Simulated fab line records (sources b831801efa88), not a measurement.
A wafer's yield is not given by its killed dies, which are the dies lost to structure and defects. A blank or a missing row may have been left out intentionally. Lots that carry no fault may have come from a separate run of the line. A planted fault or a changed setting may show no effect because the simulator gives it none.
The same fault as seen by 2 desks | flow sky130 | each desk has only its own numbers; what lay behind them comes last

THE TOOL OWNER'S DESK: litho-track-03
Per lot that ran on this tool, the mean of the sampled wafers carrying a number, from the tool's own readings at SKY_SONOS_TUNNEL_SOFTBAKE_03 (time 60 s). A lot is out of limits, marked OUT, if its mean lies more than 4 standard deviations from the usual mean; the brackets give that distance.
Columns: A = heater-power-total-W at SKY_SONOS_TUNNEL_SOFTBAKE_03, usual 56.59 W; B = plate-temp-C at SKY_SONOS_TUNNEL_SOFTBAKE_03, usual 89.98 C; C = resist-line-temp-C at SKY_SONOS_TUNNEL_SOFTBAKE_03, usual 23.03 C
lot  | first seen here | A               | B                | C
L414 | day 11 13:17    | 56.63           | 90.04            | 23.07
L413 | day 11 13:53    | 56.66           | 90.09            | 23.09
L416 | day 12 04:55    | 55.91 (-14) OUT | 89.17 (-6.7) OUT | 22.87
L418 | day 13 03:20    | 55.95 (-14) OUT | 89.33 (-5.4) OUT | 22.97
L428 | day 16 01:11    | 56.59           | 89.88            | 23.03
L429 | day 16 10:14    | 56.55           | 90.02            | 22.99
L430 | day 16 13:02    | 56.62           | 90.08            | 23.18
L431 | day 17 01:56    | 56.64           | 90.00            | 22.93
This desk finds L416, L418 out of limits, L416 being first, at day 12 04:55 (heater-power-total-W at SKY_SONOS_TUNNEL_SOFTBAKE_03). L414, L413, L428, L429, L430, L431: within limits.

FROM THE METROLOGY DESK
What the gauges read, lot by lot, whatever tool the lot ran on: means of the sampled wafers that have a number. A lot is out of limits, marked OUT, if its mean lies more than 4 standard deviations from the usual mean; the brackets give that distance.
Columns: A = PWDE_OVL at SKY_PWDE_OVL_MEAS_07, usual 0.1 nm; B = VT_ADJUST_HVTP_TW at SKY_VT_ADJUST_HVTP_TW_MEAS_11, usual 1349
lot  | first seen here | A    | B
L414 | day 4 06:21     | -1.6 | 1351
L413 | day 4 06:27     | 0.4  | 1359
L415 | day 4 12:49     | -0.5 | 1354
L416 | day 4 18:21     | -2.4 | 1351
L418 | day 5 09:33     | -0.4 | 1350
L426 | day 7 05:53     | 1.5  | 1354
L427 | day 7 07:37     | 1.1  | 1350
L428 | day 7 15:06     | 0.5  | 1345
L429 | day 7 19:18     | -1.3 | 1337
L430 | day 8 00:04     | -0.2 | 1346
L431 | day 8 06:14     | 0.7  | 1351
L433 | day 8 21:23     | 1.6  | 1347
L434 | day 9 00:23     | -0.5 | 1347
This desk's finding: nothing out of limits on any of the 13 lots.

PUT TOGETHER
The tool owner's desk had the chance to raise an alarm at day 12 04:55 on L416, L418.
The metrology desk saw nothing out of limits.
The metrology desk holds a record of L416, L418, inside its limits.
Of the lots named, all ran SKY_SONOS_TUNNEL_SOFTBAKE_03 on litho-track-03.

WHAT THE SIMULATOR HAD PUT IN
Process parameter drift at SKY_SONOS_TUNNEL_SOFTBAKE_03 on litho-track-03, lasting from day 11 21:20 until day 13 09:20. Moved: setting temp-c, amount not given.
Lots struck among those shown: L416, L418.
How many hours passed from the start of the fault until each desk's first out-of-limits reading: the tool owner's desk, 8.
